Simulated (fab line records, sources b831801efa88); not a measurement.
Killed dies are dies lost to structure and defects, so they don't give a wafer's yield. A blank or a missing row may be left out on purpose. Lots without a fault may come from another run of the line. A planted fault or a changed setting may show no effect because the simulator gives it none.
Tool commonality check | flow sky130 | 12 lots, 42 wafers sampled

WHY IT WAS OPENED
At SKY_NWELL_THK_MEAS_02 the reading NWELL_OXIDATION_THK is flagged on 2 of 12 lots. Wafers without a fault read 9.95 nm, standard deviation 0.2.
Rule: a lot is flagged when every wafer of it that has a number lies more than 4 standard deviations from that mean, or none has a number. The other lots count as sound.

lot  | measured    | on            | NWELL_OXIDATION_THK (nm), wafer by wafer | flag
L140 | day 2 15:14 | film_metro-01 | 10.08 10.08 10.12                        |
L143 | day 3 06:32 | film_metro-01 | 9.79 9.96 9.91                           |
L144 | day 3 11:55 | film_metro-02 | 10.20 10.29 10.14                        |
L145 | day 3 18:44 | film_metro-02 | 9.81 9.92 9.80                           |
L146 | day 4 01:34 | film_metro-03 | 9.94 10.10 10.09                         |
L151 | day 5 00:24 | film_metro-03 | 15.59 15.80 15.59 15.66 15.81 15.56      | FLAGGED
L153 | day 5 09:31 | film_metro-03 | 16.09 16.16 15.90 16.10 16.14 15.89      | FLAGGED
L158 | day 6 12:38 | film_metro-02 | 10.23 10.18 10.22                        |
L159 | day 6 15:53 | film_metro-03 | 10.06 9.85 9.86                          |
L161 | day 7 01:47 | film_metro-03 | 9.99 9.93 9.89                           |
L162 | day 7 09:18 | film_metro-02 | 9.88 9.64 9.88                           |
L163 | day 7 14:48 | film_metro-01 | 9.84 10.09 10.00                         |
The numbers of the flagged lots are 15.86 nm on average: +5.91 nm against the usual, or +30 standard deviations.

WHICH TOOL RAN EACH LOT
The record holds 1 process step before the reading, out of a route of 708 steps. In each cell: the tool, then ch and the chambers that the sampled wafers went through, then the start.
lot  | flag    | SKY_NWELL_OXIDATION_01
L140 |         | furnace-01 ch 0, day 2 13:50
L143 |         | furnace-01 ch 0, day 3 05:08
L144 |         | furnace-02 ch 0, day 3 10:30
L145 |         | furnace-01 ch 0, day 3 17:19
L146 |         | furnace-01 ch 0, day 4 00:09
L151 | FLAGGED | furnace-01 ch 0, day 4 20:42 and furnace-02 ch 0, day 4 23:01
L153 | FLAGGED | furnace-01 ch 0, day 5 06:19 and furnace-02 ch 0, day 5 08:07
L158 |         | furnace-01 ch 0, day 6 11:14
L159 |         | furnace-01 ch 0, day 6 14:29
L161 |         | furnace-01 ch 0, day 7 00:23
L162 |         | furnace-02 ch 0, day 7 07:53
L163 |         | furnace-02 ch 0, day 7 13:23
What these steps do:
- SKY_NWELL_OXIDATION_01: stabilise 600 s, purge 300 s, target thk 10 nm.
- SKY_NWELL_THK_MEAS_02

FLAGGED OVER TOTAL, TOOL BY TOOL (the gauges that took the reading come last)
step                   | tool          | lots run | flagged | share of the flagged lots | sound lots run after its first flagged lot
SKY_NWELL_OXIDATION_01 | furnace-01    | 9        | 2       | all                       | 3 (L158,L159,L161)
SKY_NWELL_OXIDATION_01 | furnace-02    | 5        | 2       | all                       | 2 (L162,L163)
SKY_NWELL_THK_MEAS_02  | film_metro-01 | 3        | 0       | none                      | -
SKY_NWELL_THK_MEAS_02  | film_metro-02 | 4        | 0       | none                      | -
SKY_NWELL_THK_MEAS_02  | film_metro-03 | 5        | 2       | all                       | 2 (L159,L161)

WHAT THE TABLE ALLOWS
3 rows of the table ran every flagged lot: furnace-01 at SKY_NWELL_OXIDATION_01, furnace-02 at SKY_NWELL_OXIDATION_01, film_metro-03 at SKY_NWELL_THK_MEAS_02.
- furnace-01 at SKY_NWELL_OXIDATION_01: 2 of its 9 lots flagged. Sound lots ran on it after the first flagged one (L158, L159, L161), which a lasting fault on the whole tool wouldn't allow.
- furnace-02 at SKY_NWELL_OXIDATION_01: 2 of its 5 lots flagged. Sound lots ran on it after the first flagged one (L162, L163), which a lasting fault on the whole tool wouldn't allow.
- film_metro-03 at SKY_NWELL_THK_MEAS_02: 2 of its 5 lots flagged. Sound lots ran on it after the first flagged one (L159, L161), which a lasting fault on the whole tool wouldn't allow.
No row of the table ran every flagged lot and no sound lot after the first.

WHAT THE SIMULATOR HAD PUT IN
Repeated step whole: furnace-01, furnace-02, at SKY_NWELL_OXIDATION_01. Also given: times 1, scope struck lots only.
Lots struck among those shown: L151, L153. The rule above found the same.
